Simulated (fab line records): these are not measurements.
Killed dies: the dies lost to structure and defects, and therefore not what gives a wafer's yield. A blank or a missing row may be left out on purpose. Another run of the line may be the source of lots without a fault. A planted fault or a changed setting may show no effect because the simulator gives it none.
fab line records	flow sky130
record lots=13	wafers=39	last_day=49
route steps=708 shown SONOS_TUNNEL@167 METAL4@634 METAL5@663 PASSIVATION@692 PAD_OPEN@708
lots that met no fault: from a run of the same line without faults
start_h: hours from the record's first day to the start of the lot's first wafer shown	wait_h: hours since the lot's step before	" as in the row above	L1.1+2: a row that stands for several wafers	- no value present, or no start provided	* or withheld: withheld	< > ~ a bound
route shown NAME@n: NAME is a module with steps in the file, n the number in the route of the first one	usual: mean/standard deviation taken from wafers without a fault	same: alike in all rows	chamber/n: place in a boat	sites: the reading at each site	_std_site: the standard deviation of these	_edge_site: the outer-site mean with the inner-site mean subtracted	radius_mm: for every site, how far away it sits from the centre of the wafer	mask NAME#n: copy n	behind: the last tool/chamber to shape the wafer	hold: reason for holding the lot/hours on hold/outcome of the hold	device: which transistor (n, p or np) failed to switch	end of line: at the end of the route, the tests of the same wafers	a step without rows: its recipe alone	killed: not the wafer's yield, but the dies lost to structure and defects at the first sort	map: the dies of a wafer, with x for killed, . for not killed, _ for no die there
set.NAME: setting as actually run; set.NAME@STEP: the setting as run at that earlier step	model.NAME: the simulator's own value behind a step, which no gauge read
a sample of lots followed through the steps of the route, with each step as a table and each wafer as a row
services: the hour from which a tool's chamber was out of use, counted from the record's first day as start_h (under 0 if before that day), plus the number of hours and why
## steps
# step SKY_SONOS_TUNNEL_CLEAN_13
# recipe chemistry=dHF	time_s=20	dilution=100:1	dry=ipa_marangoni
lot.wafer	tool	chamber	start_h	wait_h
L741.3+4+6	wet_bench-01	1	257.40	0.0
L743.1+3+5	wet_bench-03	2	283.98	0.1
L744.1+5+6	wet_bench-03	0	295.83	0.1
L745.1+5+6	wet_bench-03	3	300.57	0.1
L746.1+3+6	wet_bench-03	0	303.67	0.1
L747.2+4+6	wet_bench-02	2	312.69	0.0
L748.1+2+3	wet_bench-02	1	319.42	0.1
L750.2+4+5	wet_bench-02	3	332.92	0.0
L751.4+5+6	wet_bench-02	0	334.94	0.0
L752.3+4+6	wet_bench-02	1	350.19	0.0
L753.1+4+6	wet_bench-02	3	354.55	0.1
L755.2+4+6	wet_bench-02	3	372.94	0.0
L756.1+2+4	wet_bench-02	1	381.28	0.1
# step SKY_METAL4_METAL_ETCH_18
# recipe target_depth_a=8450	stop_on=SiO2	over_etch_frac=0.3	time_s=183.1	chemistry=Cl2/BCl3	resist_sidewall_deg=88	pressure_mtorr=10	icp_w=900	bias_w=48.5	Cl2_flow_sccm=60	bcl3_flow_sccm=30
# usual drypump_motor_current_A=5.4/0.55	oes_product_au=0.864/0.0063	throttle_valve_pct=22.263/0.0091
# same over_etch_frac=0.3
lot.wafer	tool	chamber	start_h	wait_h	drypump_motor_current_A	oes_product_au	rf_hours_counter_h	throttle_valve_pct
L741.3	rie_metal-02	0	980.20	0.1	5.8	0.873	-	22.258
L741.4	"	1	"	"	5.9	0.875	-	22.260
L741.6	"	0	"	"	5.8	0.875	-	22.258
L743.1	rie_metal-04	0	1007.19	0.0	5.2	0.873	20	22.272
L743.3	"	0	"	"	5.2	0.870	-	22.252
L743.5	"	1	"	"	5.8	0.873	-	22.267
L744.1	rie_metal-01	1	1023.14	0.0	4.7	0.868	19	22.277
L744.5	"	1	"	"	4.7	0.877	-	22.259
L744.6	"	0	"	"	5.9	0.870	-	22.264
L745.1	rie_metal-02	0	1025.62	0.0	5.8	0.860	20	22.265
L745.5	"	1	"	"	5.9	0.859	-	22.270
L745.6	"	0	"	"	5.8	0.863	-	22.277
L746.1	rie_metal-02	0	1028.69	0.0	5.8	0.873	21	22.258
L746.3	"	0	"	"	5.8	0.859	-	22.250
L746.6	"	0	"	"	5.8	0.869	-	22.262
L747.2	rie_metal-01	1	1035.00	0.1	4.7	0.869	-	22.252
L747.4	"	1	"	"	4.7	0.863	-	22.249
L747.6	"	1	"	"	4.7	0.868	-	22.262
L748.1	rie_metal-01	1	1045.47	0.0	4.7	0.862	22	22.273
L748.2	"	0	"	"	5.8	0.850	16	22.259
L748.3	"	0	"	"	5.9	0.872	-	22.256
L750.2	rie_metal-04	1	1053.77	0.1	5.8	0.873	-	22.276
L750.4	"	1	"	"	5.8	0.858	-	22.255
L750.5	"	1	"	"	5.8	0.861	-	22.264
L751.4	rie_metal-01	1	1069.37	0.1	4.7	0.869	-	22.244
L751.5	"	1	"	"	4.7	0.856	-	22.252
L751.6	"	0	"	"	5.9	0.861	-	22.248
L752.3	rie_metal-01	0	1072.02	0.1	5.9	0.870	-	22.266
L752.4	"	1	"	"	4.7	0.863	-	22.249
L752.6	"	1	"	"	4.7	0.876	-	22.270
L753.1	rie_metal-02	0	1072.31	0.0	5.7	0.852	24	22.271
L753.4	"	0	"	"	5.8	0.865	-	22.269
L753.6	"	0	"	"	5.8	0.859	-	22.267
L755.2	rie_metal-01	1	1079.35	0.0	4.7	0.856	24	22.253
L755.4	"	1	"	"	4.7	0.858	-	22.253
L755.6	"	0	"	"	5.9	0.864	-	22.254
L756.1	rie_metal-01	0	1082.01	0.0	5.9	0.861	19	22.276
L756.2	"	1	"	"	4.7	0.860	24	22.265
L756.4	"	1	"	"	4.7	0.860	-	22.266
# step SKY_METAL5_SPUTTER_02
# recipe material=AlCu	target_thk_nm=1150	power_w=10600	time_s=61.2	chamber_pressure_pa=0.4
# usual throttle_valve_pct=29.9/1
lot.wafer	tool	chamber	start_h	wait_h	throttle_valve_pct
L741.3	pvd_sputter-01	-	1006.10	0.0	31.1
L741.4	"	-	"	"	30.7
L741.6	"	-	"	"	30.9
L743.1	pvd_sputter-03	-	1032.93	0.0	31.0
L743.3	"	-	"	"	31.2
L743.5	"	-	"	"	29.0
L744.1	pvd_sputter-01	-	1047.99	0.0	29.1
L744.5	"	-	"	"	30.7
L744.6	"	-	"	"	30.8
L745.1	pvd_sputter-03	-	1051.26	0.0	31.0
L745.5	"	-	"	"	28.8
L745.6	"	-	"	"	31.0
L746.1	pvd_sputter-01	-	1053.73	0.0	30.6
L746.3	"	-	"	"	29.2
L746.6	"	-	"	"	30.9
L747.2	pvd_sputter-04	-	1059.53	0.0	29.9
L747.4	"	-	"	"	29.3
L747.6	"	-	"	"	30.2
L748.1	pvd_sputter-04	-	1069.50	0.0	28.8
L748.2	"	-	"	"	28.0
L748.3	"	-	"	"	30.3
L750.2	pvd_sputter-04	-	1077.94	0.0	28.8
L750.4	"	-	"	"	27.9
L750.5	"	-	"	"	29.4
L751.4	pvd_sputter-01	-	1093.84	0.0	30.7
L751.5	"	-	"	"	30.8
L751.6	"	-	"	"	29.1
L752.3	pvd_sputter-03	-	1095.69	0.0	30.0
L752.4	"	-	"	"	31.5
L752.6	"	-	"	"	31.3
L753.1	pvd_sputter-04	-	1096.43	0.0	28.5
L753.4	"	-	"	"	27.7
L753.6	"	-	"	"	29.9
L755.2	pvd_sputter-01	-	1101.91	0.0	31.1
L755.4	"	-	"	"	30.8
L755.6	"	-	"	"	30.8
L756.1	pvd_sputter-04	-	1104.30	0.0	30.2
L756.2	"	-	"	"	27.8
L756.4	"	-	"	"	29.1
# step SKY_PASSIVATION_ETCH_11
# recipe chemistry=CF4/O2	target_depth_nm=725	stop_on=AlCu	source_w=800	bias_w=150	pressure_mtorr=150	cf4_flow_sccm=80	O2_flow_sccm=10	time_s=161.1
# usual drypump_motor_current_A=5.9/0.46	oes_product_au=0.977/0.0062	throttle_valve_pct=5.964/0.0088
lot.wafer	tool	chamber	start_h	wait_h	drypump_motor_current_A	oes_product_au	rf_hours_counter_h	throttle_valve_pct
L741.3	rie_diel-01	1	1053.45	-	5.6	0.984	21	5.947
L741.4	"	3	"	"	5.5	0.987	-	5.982
L741.6	"	1	"	"	5.6	0.985	-	5.959
L743.1	rie_diel-03	1	1076.59	-	6.4	0.966	5	5.963
L743.3	"	3	"	"	5.9	0.975	12	5.969
L743.5	"	0	"	"	6.6	0.972	-	5.950
L744.1	rie_diel-01	2	1091.49	-	6.1	0.976	26	5.967
L744.5	"	1	"	"	5.6	0.981	-	5.966
L744.6	"	0	"	"	5.6	0.987	-	5.968
L745.1	rie_diel-03	3	1093.90	-	5.9	0.979	12	5.963
L745.5	"	0	"	"	6.5	0.977	-	5.963
L745.6	"	1	"	"	6.4	0.987	-	5.962
L746.1	rie_diel-02	1	1097.20	-	5.4	0.975	10	5.951
L746.3	"	0	"	"	6.5	0.967	0	5.970
L746.6	"	1	"	"	5.4	0.979	-	5.970
L747.2	rie_diel-01	2	1101.54	-	6.1	0.974	26	5.975
L747.4	"	0	"	"	5.6	0.994	1	5.955
L747.6	"	1	"	"	5.6	0.977	-	5.976
L748.1	rie_diel-03	2	1110.76	-	5.8	0.974	14	5.966
L748.2	"	3	"	"	5.9	0.982	13	5.968
L748.3	"	0	"	"	6.5	0.981	16	5.979
L750.2	rie_diel-02	1	1120.34	-	5.4	0.968	11	5.966
L750.4	"	2	"	"	5.7	0.979	18	5.984
L750.5	"	0	"	"	6.5	0.975	-	5.954
L751.4	rie_diel-02	1	1134.26	-	5.4	0.976	11	5.962
L751.5	"	2	"	"	5.7	0.976	-	5.959
L751.6	"	3	"	"	5.1	0.983	-	5.953
L752.3	rie_diel-01	2	1136.64	-	6.1	0.985	28	5.963
L752.4	"	1	"	"	5.6	0.976	25	5.963
L752.6	"	1	"	"	5.6	0.980	-	5.961
L753.1	rie_diel-02	3	1136.99	-	5.0	0.976	25	5.969
L753.4	"	2	"	"	5.7	0.984	19	5.963
L753.6	"	3	"	"	5.1	0.973	-	5.967
L755.2	rie_diel-01	1	1142.14	-	5.6	0.967	25	5.961
L755.4	"	3	"	"	5.5	0.980	21	5.957
L755.6	"	2	"	"	6.1	0.983	-	5.982
L756.1	rie_diel-01	3	1144.30	-	5.4	0.967	21	5.962
L756.2	"	0	"	"	5.6	0.978	3	5.950
L756.4	"	1	"	"	5.6	0.986	25	5.953
# step SKY_PAD_OPEN_PROBE_99
# usual killed_at_M0_to_M3=44/7.5	killed_at_M4_up=3.3/1.8	killed_at_contacts=25/5.9	killed_at_front_end=16/4.7	killed_at_other=0.3/0.52	killed_dies=89/9.9	killed_on_rim=18/3.9	killed_open=49/7.8	killed_short=40/5.8
# same gross_dies=492	killed_at_back_side=0
lot.wafer	tool	chamber	start_h	wait_h	killed_at_M0_to_M3	killed_at_M4_up	killed_at_contacts	killed_at_front_end	killed_at_other	killed_dies	killed_on_rim	killed_open	killed_short
L741.3	prober-02	-	1077.61	0.2	40	4	26	16	1	87	12	45	41
L741.4	prober-02	-	1077.66	0.2	43	6	20	19	0	88	20	39	49
L741.6	prober-02	-	1077.76	0.2	42	4	16	19	0	81	18	43	35
L743.1	prober-02	-	1100.01	0.1	45	3	26	15	0	89	19	54	35
L743.3	prober-02	-	1100.11	0.2	45	2	30	10	0	87	14	51	35
L743.5	prober-02	-	1100.21	0.2	35	1	26	16	1	79	17	38	41
L744.1	prober-01	-	1112.92	0.1	42	4	25	24	0	95	17	61	34
L744.5	prober-01	-	1113.12	0.2	42	1	26	18	0	87	17	46	40
L744.6	prober-01	-	1113.17	0.2	52	1	26	16	0	95	19	50	43
L745.1	prober-02	-	1116.07	0.1	56	5	25	16	0	102	20	50	52
L745.5	prober-02	-	1116.27	0.2	37	3	25	13	2	80	12	44	34
L745.6	prober-02	-	1116.32	0.2	44	3	24	9	0	80	14	44	36
L746.1	prober-01	-	1119.75	0.1	39	1	27	16	0	83	21	45	36
L746.3	prober-01	-	1119.85	0.2	42	3	27	21	1	94	19	45	48
L746.6	prober-01	-	1120.00	0.2	29	3	28	21	0	81	22	38	43
L747.2	prober-02	-	1123.91	0.1	55	4	29	13	0	101	15	61	40
L747.4	prober-02	-	1124.01	0.2	37	4	32	17	1	91	16	49	41
L747.6	prober-02	-	1124.11	0.2	40	0	32	15	1	88	19	53	34
L748.1	prober-01	-	1133.08	0.1	53	1	21	23	0	98	16	55	43
L748.2	prober-01	-	1133.13	0.1	37	4	19	20	1	81	15	42	39
L748.3	prober-01	-	1133.18	0.2	34	4	21	16	0	75	20	49	26
L750.2	prober-02	-	1141.86	0.1	41	3	37	12	0	93	19	54	39
L750.4	prober-02	-	1141.96	0.2	49	1	22	14	0	86	16	44	42
L750.5	prober-02	-	1142.01	0.2	44	2	36	17	0	99	20	59	40
L751.4	prober-02	-	1155.81	0.2	40	3	20	9	0	72	13	32	40
L751.5	prober-02	-	1155.86	0.2	48	4	23	17	0	92	15	53	39
L751.6	prober-02	-	1155.91	0.2	35	6	28	19	1	89	16	53	36
L752.3	prober-01	-	1157.48	0.2	36	0	34	8	0	78	17	43	35
L752.4	prober-01	-	1157.53	0.2	51	2	26	12	0	91	13	49	42
L752.6	prober-01	-	1157.63	0.2	34	0	23	14	0	71	16	44	26
L753.1	prober-02	-	1157.95	0.1	54	3	27	9	0	93	17	48	45
L753.4	prober-02	-	1158.10	0.2	45	4	29	16	0	94	20	55	38
L753.6	prober-02	-	1158.20	0.2	29	5	33	14	0	81	14	40	40
L755.2	prober-02	-	1163.16	0.1	35	7	20	46	0	108	23	40	35
L755.4	prober-02	-	1163.26	0.2	36	5	25	49	0	115	26	45	39
L755.6	prober-02	-	1163.36	0.2	48	5	19	54	0	126	24	48	45
L756.1	prober-01	-	1165.11	0.1	52	1	21	37	0	111	22	49	39
L756.2	prober-01	-	1165.16	0.1	45	4	32	39	0	120	20	54	43
L756.4	prober-01	-	1165.26	0.2	34	4	26	45	1	110	26	44	41
# killed by level:class
L741.3 VIA1:geometric_particle:open=11 CONTACT:geometric_particle:open=8 VIA2:geometric_particle:open=6 LI_CONTACT:geometric_particle:short=5 LI_CONTACT:geometric_particle:open=5 CONTACT:geometric_particle:short=5 VIA3:geometric_particle:short=5 VIA2:geometric_particle:short=4
L741.4 METAL1:geometric_particle:short=9 FIELD_ISO:geometric_particle:short=7 LI_CONTACT:geometric_particle:open=7 VIA1:geometric_particle:open=7 METAL4:geometric_particle:short=6 FIELD_ISO:geometric_particle:open=5 CONTACT:geometric_particle:open=5 VIA2:geometric_particle:open=4
L741.6 POLY_GATE:geometric_particle:short=7 VIA1:geometric_particle:open=7 VIA2:geometric_particle:open=7 FIELD_ISO:geometric_particle:open=5 CONTACT:geometric_particle:short=5 CONTACT:geometric_particle:open=5 METAL1:geometric_particle:short=5 METAL2:geometric_particle:short=5
L743.1 CONTACT:geometric_particle:open=13 VIA1:geometric_particle:open=12 FIELD_ISO:geometric_particle:open=7 VIA2:geometric_particle:open=7 VIA3:geometric_particle:open=7 FIELD_ISO:geometric_particle:short=5 METAL2:geometric_particle:short=5 LI_CONTACT:geometric_particle:open=4
L743.3 VIA1:geometric_particle:open=17 LI_CONTACT:geometric_particle:open=12 CONTACT:geometric_particle:open=9 METAL2:geometric_particle:short=7 CONTACT:geometric_particle:short=6 VIA2:geometric_particle:open=5 FIELD_ISO:geometric_particle:short=4 METAL3:geometric_particle:short=4
L743.5 FIELD_ISO:geometric_particle:short=8 CONTACT:geometric_particle:open=8 VIA1:geometric_particle:open=6 LI_CONTACT:geometric_particle:short=6 VIA3:geometric_particle:open=5 VIA2:geometric_particle:open=5 LI_CONTACT:geometric_particle:open=4 VIA2:geometric_particle:short=4
L744.1 VIA1:geometric_particle:open=15 FIELD_ISO:geometric_particle:open=11 LI_CONTACT:geometric_particle:open=9 VIA2:geometric_particle:open=9 LI_CONTACT:geometric_particle:short=5 VIA1:geometric_particle:short=5 POLY_GATE:geometric_particle:short=4 CONTACT:geometric_particle:short=4
L744.5 CONTACT:geometric_particle:open=8 LI_CONTACT:geometric_particle:open=7 POLY_GATE:geometric_particle:short=6 METAL2:geometric_particle:short=6 VIA1:geometric_particle:open=6 VIA2:geometric_particle:open=6 FIELD_ISO:geometric_particle:open=5 VIA1:geometric_particle:short=5
L744.6 VIA2:geometric_particle:open=9 METAL2:geometric_particle:short=8 LOCAL_INTERCONNECT:geometric_particle:short=7 CONTACT:geometric_particle:open=7 VIA1:geometric_particle:open=7 VIA2:geometric_particle:short=7 VIA3:geometric_particle:open=7 FIELD_ISO:geometric_particle:open=6
L745.1 VIA1:geometric_particle:open=11 CONTACT:geometric_particle:open=9 VIA1:geometric_particle:short=8 VIA2:geometric_particle:open=8 METAL1:geometric_particle:short=6 METAL2:geometric_particle:short=6 METAL3:geometric_particle:short=6 LOCAL_INTERCONNECT:geometric_particle:short=5
L745.5 CONTACT:geometric_particle:open=11 VIA3:geometric_particle:open=9 VIA1:geometric_particle:open=7 LI_CONTACT:geometric_particle:open=5 FIELD_ISO:geometric_particle:open=4 CONTACT:geometric_particle:short=4 VIA1:geometric_particle:short=4 METAL2:geometric_particle:short=4
L745.6 CONTACT:geometric_particle:open=10 LI_CONTACT:geometric_particle:open=8 METAL1:geometric_particle:short=8 VIA1:geometric_particle:open=8 VIA1:geometric_particle:short=7 VIA3:geometric_particle:open=4 METAL2:geometric_particle:short=3 FIELD_ISO:geometric_particle:short=3
L746.1 VIA1:geometric_particle:open=11 CONTACT:geometric_particle:short=7 LI_CONTACT:geometric_particle:open=6 CONTACT:geometric_particle:open=6 METAL2:geometric_particle:short=6 VIA3:geometric_particle:open=6 METAL2:geometric_particle:open=5 LOCAL_INTERCONNECT:geometric_particle:short=5
L746.3 VIA1:geometric_particle:open=11 LI_CONTACT:geometric_particle:open=11 METAL2:geometric_particle:short=7 FIELD_ISO:geometric_particle:short=6 POLY_GATE:geometric_particle:short=5 CONTACT:geometric_particle:open=5 VIA1:geometric_particle:short=5 VIA3:geometric_particle:short=5
L746.6 LOCAL_INTERCONNECT:geometric_particle:short=11 VIA1:geometric_particle:open=8 CONTACT:geometric_particle:open=6 LI_CONTACT:geometric_particle:open=6 POLY_GATE:geometric_particle:short=5 FIELD_ISO:geometric_particle:short=4 FIELD_ISO:geometric_particle:open=4 POLY_GATE:geometric_particle:open=4
L747.2 VIA1:geometric_particle:open=15 LI_CONTACT:geometric_particle:open=10 VIA2:geometric_particle:open=9 CONTACT:geometric_particle:open=8 CONTACT:geometric_particle:short=6 METAL2:geometric_particle:short=6 VIA3:geometric_particle:open=6 VIA1:geometric_particle:short=5
L747.4 CONTACT:geometric_particle:open=14 VIA1:geometric_particle:open=10 LOCAL_INTERCONNECT:geometric_particle:short=7 METAL1:geometric_particle:short=6 METAL4:geometric_particle:short=4 VIA3:geometric_particle:open=4 POLY_GATE:geometric_particle:open=4 LI_CONTACT:geometric_particle:open=4
L747.6 VIA1:geometric_particle:open=11 CONTACT:geometric_particle:open=10 LI_CONTACT:geometric_particle:open=10 LOCAL_INTERCONNECT:geometric_particle:short=8 POLY_GATE:geometric_particle:open=7 VIA3:geometric_particle:open=6 VIA2:geometric_particle:open=5 METAL1:geometric_particle:short=4
L748.1 VIA1:geometric_particle:open=17 FIELD_ISO:geometric_particle:short=9 VIA2:geometric_particle:open=8 CONTACT:geometric_particle:open=7 VIA1:geometric_particle:short=7 POLY_GATE:geometric_particle:open=6 LOCAL_INTERCONNECT:geometric_particle:short=6 VIA3:geometric_particle:open=5
L748.2 LI_CONTACT:geometric_particle:open=6 CONTACT:geometric_particle:open=6 METAL1:geometric_particle:short=6 VIA1:geometric_particle:open=6 VIA3:geometric_particle:open=6 FIELD_ISO:geometric_particle:short=5 POLY_GATE:geometric_particle:short=5 VIA2:geometric_particle:short=5
L748.3 VIA1:geometric_particle:open=9 CONTACT:geometric_particle:open=8 FIELD_ISO:geometric_particle:open=7 VIA1:geometric_particle:short=7 LI_CONTACT:geometric_particle:open=6 VIA2:geometric_particle:open=5 METAL1:geometric_particle:short=4 METAL4:geometric_particle:short=3
L750.2 CONTACT:geometric_particle:open=12 LI_CONTACT:geometric_particle:open=11 CONTACT:geometric_particle:short=9 VIA1:geometric_particle:open=9 VIA3:geometric_particle:open=7 POLY_GATE:geometric_particle:open=6 LOCAL_INTERCONNECT:geometric_particle:short=4 VIA2:geometric_particle:open=4
L750.4 VIA1:geometric_particle:open=13 CONTACT:geometric_particle:open=8 LI_CONTACT:geometric_particle:open=7 VIA1:geometric_particle:short=7 METAL2:geometric_particle:short=6 VIA3:geometric_particle:open=5 POLY_GATE:geometric_particle:short=4 VIA3:geometric_particle:short=4
L750.5 CONTACT:geometric_particle:open=13 VIA1:geometric_particle:open=13 LI_CONTACT:geometric_particle:open=7 LOCAL_INTERCONNECT:geometric_particle:short=7 VIA3:geometric_particle:open=7 POLY_GATE:geometric_particle:short=5 LI_CONTACT:geometric_particle:short=5 FIELD_ISO:geometric_particle:open=4
L751.4 VIA1:geometric_particle:open=9 CONTACT:geometric_particle:open=7 VIA2:geometric_particle:open=6 METAL1:geometric_particle:short=5 VIA1:geometric_particle:short=4 POLY_GATE:geometric_particle:short=4 LI_CONTACT:geometric_particle:short=4 LOCAL_INTERCONNECT:geometric_particle:short=4
L751.5 VIA3:geometric_particle:open=13 LI_CONTACT:geometric_particle:open=10 METAL1:geometric_particle:short=6 CONTACT:geometric_particle:open=6 VIA1:geometric_particle:open=6 VIA1:geometric_particle:short=6 FIELD_ISO:geometric_particle:short=5 POLY_GATE:geometric_particle:open=5
L751.6 CONTACT:geometric_particle:open=11 VIA1:geometric_particle:open=11 LI_CONTACT:geometric_particle:open=8 FIELD_ISO:geometric_particle:open=5 CONTACT:geometric_particle:short=5 FIELD_ISO:geometric_particle:short=4 POLY_GATE:geometric_particle:short=4 METAL1:geometric_particle:short=4
L752.3 CONTACT:geometric_particle:open=15 VIA1:geometric_particle:open=11 LI_CONTACT:geometric_particle:open=5 CONTACT:geometric_particle:short=5 METAL3:geometric_particle:short=5 LOCAL_INTERCONNECT:geometric_particle:short=4 METAL1:geometric_particle:short=4 FIELD_ISO:geometric_particle:short=3
L752.4 VIA1:geometric_particle:open=10 LI_CONTACT:geometric_particle:open=9 VIA3:geometric_particle:open=7 CONTACT:geometric_particle:open=6 VIA2:geometric_particle:open=6 VIA3:geometric_particle:short=6 LOCAL_INTERCONNECT:geometric_particle:short=5 METAL1:geometric_particle:short=5
L752.6 VIA1:geometric_particle:open=9 CONTACT:geometric_particle:open=8 METAL2:geometric_particle:short=7 LI_CONTACT:geometric_particle:open=5 VIA3:geometric_particle:open=5 POLY_GATE:geometric_particle:open=4 VIA2:geometric_particle:open=4 FIELD_ISO:geometric_particle:open=3
L753.1 CONTACT:geometric_particle:open=11 VIA2:geometric_particle:short=9 VIA3:geometric_particle:open=9 VIA1:geometric_particle:short=7 VIA2:geometric_particle:open=7 FIELD_ISO:geometric_particle:short=6 LI_CONTACT:geometric_particle:open=6 METAL1:geometric_particle:short=6
L753.4 VIA1:geometric_particle:open=14 CONTACT:geometric_particle:open=10 CONTACT:geometric_particle:short=7 VIA2:geometric_particle:open=7 LI_CONTACT:geometric_particle:open=6 VIA3:geometric_particle:open=6 FIELD_ISO:geometric_particle:short=4 VIA1:geometric_particle:short=4
L753.6 CONTACT:geometric_particle:open=10 LI_CONTACT:geometric_particle:open=8 POLY_GATE:geometric_particle:short=7 LOCAL_INTERCONNECT:geometric_particle:short=6 CONTACT:geometric_particle:short=6 VIA2:geometric_particle:open=5 POLY_GATE:geometric_particle:open=5 METAL1:geometric_particle:short=5
L755.2 SONOS_TUNNEL:unspecified=33 CONTACT:geometric_particle:open=8 VIA2:geometric_particle:open=7 METAL4:geometric_particle:short=6 VIA1:geometric_particle:open=6 LI_CONTACT:geometric_particle:open=5 METAL3:geometric_particle:short=4 VIA3:geometric_particle:open=4
L755.4 SONOS_TUNNEL:unspecified=31 LI_CONTACT:geometric_particle:open=8 VIA1:geometric_particle:open=8 CONTACT:geometric_particle:open=6 VIA3:geometric_particle:open=6 FIELD_ISO:geometric_particle:short=5 CONTACT:geometric_particle:short=5 METAL3:geometric_particle:short=5
L755.6 SONOS_TUNNEL:unspecified=33 VIA1:geometric_particle:open=11 VIA2:geometric_particle:short=7 LI_CONTACT:geometric_particle:open=6 CONTACT:geometric_particle:open=6 POLY_GATE:geometric_particle:short=5 METAL1:geometric_particle:short=5 METAL2:geometric_particle:short=5
L756.1 SONOS_TUNNEL:unspecified=23 VIA1:geometric_particle:open=10 VIA2:geometric_particle:open=8 CONTACT:geometric_particle:open=8 VIA3:geometric_particle:open=7 POLY_GATE:geometric_particle:short=6 METAL3:geometric_particle:short=6 LI_CONTACT:geometric_particle:open=5
L756.2 SONOS_TUNNEL:unspecified=23 VIA1:geometric_particle:open=17 LI_CONTACT:geometric_particle:open=12 VIA3:geometric_particle:open=8 LOCAL_INTERCONNECT:geometric_particle:short=6 CONTACT:geometric_particle:open=6 FIELD_ISO:geometric_particle:short=4 METAL1:geometric_particle:short=4
L756.4 SONOS_TUNNEL:unspecified=25 CONTACT:geometric_particle:open=9 VIA1:geometric_particle:open=9 FIELD_ISO:geometric_particle:short=8 CONTACT:geometric_particle:short=5 VIA1:geometric_particle:short=5 LI_CONTACT:geometric_particle:short=4 LOCAL_INTERCONNECT:geometric_particle:short=4
## services
tool	chamber	start_h	hours	kind
rie_diel-01	-	321.94	15.6	pm
wet_bench-02	-	326.21	5.9	repair
rie_diel-01	-	346.84	0.4	repair
rie_diel-01	1	379.34	6.1	repair
rie_diel-01	3	400.71	3.0	repair
rie_diel-01	1	445.24	5.1	repair
rie_metal-01	-	448.69	1.3	repair
wet_bench-02	-	489.57	2.0	repair
wet_bench-02	-	491.25	0.9	repair
rie_diel-01	3	495.91	1.4	repair
rie_diel-01	0	511.73	3.2	repair
wet_bench-02	-	514.32	1.8	repair
rie_diel-01	2	586.46	1.3	repair
rie_metal-01	-	630.31	2.8	pm
rie_metal-01	0	633.49	4.9	repair
rie_diel-01	1	641.87	4.3	repair
rie_diel-01	3	645.44	10.1	repair
rie_metal-01	-	648.16	0.5	repair
rie_diel-01	3	671.98	1.3	repair
rie_metal-01	-	700.57	0.7	repair
rie_metal-01	-	759.48	14.6	pm
rie_metal-01	1	960.72	5.6	repair
rie_metal-01	0	1023.95	11.3	repair
wet_bench-02	-	1109.21	7.1	repair
## key
first_sign step=SKY_PAD_OPEN_PROBE_99	reading=killed_at_front_end	direction=up	sigmas=6.2	usual=16	struck=45
effect step=SKY_PAD_OPEN_PROBE_99	reading=killed_dies	direction=up	sigmas=2.6	usual=89	struck=115	wafers_moved=4
met_at SKY_SONOS_TUNNEL_CLEAN_13
struck_lots L755,L756
tester_left_out L755,L756
not_acting_at SKY_METAL4_METAL_ETCH_18,SKY_METAL5_SPUTTER_02,SKY_PASSIVATION_ETCH_11
onset_between 354.55 372.94
also_fits time
fault kind=chamber_particle_source	tool=wet_bench-02	chamber=-	onset_h=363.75	steps=SKY_SONOS_TUNNEL_CLEAN_13	rate_per_visit_cm2=0.85753	end_h=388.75
# tester_left_out: of these lots the tester's yield and bins aren't shown, on N5 and GAA mostly nor the transistor test; their killed dies are dies lost to structure and defects alone, not to doping, threshold or leakage, so they don't give the yield
